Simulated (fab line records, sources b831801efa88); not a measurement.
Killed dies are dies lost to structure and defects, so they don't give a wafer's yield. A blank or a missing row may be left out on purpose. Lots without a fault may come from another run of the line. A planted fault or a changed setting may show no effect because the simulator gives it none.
One fault seen from 2 desks | flow sky130 | each desk has only its own numbers; what lay behind them comes last

THE TOOL OWNER'S DESK: rie_diel-01
The tool's own readings at SKY_VIA3_ETCH_15 (etches SiO2 in C4F8/O2/Ar, stops on TiN, target depth 507 nm, time 78 s): means of the sampled wafers that have a number, for each lot that ran on this tool. A lot is out of limits, marked OUT, if its mean lies more than 4 standard deviations from the usual mean; the brackets give that distance.
Columns: A = oes_product_au at SKY_VIA3_ETCH_15, usual 0.945 a.u.
lot  | first seen here | A
L597 | day 39 09:04    | 0.946
L603 | day 41 05:01    | 0.943
L609 | day 43 19:46    | 0.893 (-12) OUT
This desk's finding: out of limits on L609; first on L609, day 43 19:46 (oes_product_au at SKY_VIA3_ETCH_15). In limits: L597, L603.

THE METROLOGY DESK
What the gauges read, lot by lot, whatever tool the lot ran on: means of the sampled wafers that have a number. A lot is out of limits, marked OUT, if its mean lies more than 4 standard deviations from the usual mean; the brackets give that distance.
Columns: A = CAP2M_CVD_00_THK at SKY_CAP2M_THK_MEAS_01, usual 15.47 nm
lot  | first seen here | A
L597 | day 39 10:33    | 15.30
L598 | day 39 12:50    | 15.36
L599 | day 40 02:40    | 15.23
L602 | day 40 21:31    | 15.28
L603 | day 41 06:37    | 15.36
L609 | day 43 21:16    | 15.45
L610 | day 44 01:40    | 15.54
L611 | day 44 02:36    | 15.52
L614 | day 44 18:01    | 15.41
L616 | day 45 11:11    | 15.19
L619 | day 45 18:19    | 15.12
This desk's finding: nothing out of limits on any of the 11 lots.

PUT TOGETHER
The tool owner's desk could have raised an alarm at day 43 19:46, on L609.
The metrology desk saw nothing out of limits.
The metrology desk has L609 on record, within its limits.
Of the lots named, all ran SKY_VIA3_ETCH_15 on rie_diel-01.

WHAT THE SIMULATOR HAD PUT IN
Process parameter drift: rie_diel-01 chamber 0, from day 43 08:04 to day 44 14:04, at SKY_VIA3_ETCH_15. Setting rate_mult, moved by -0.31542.
Lots struck among those shown: L609.
Hours from the fault's start to each desk's first reading out of limits: the tool owner's desk, 12.
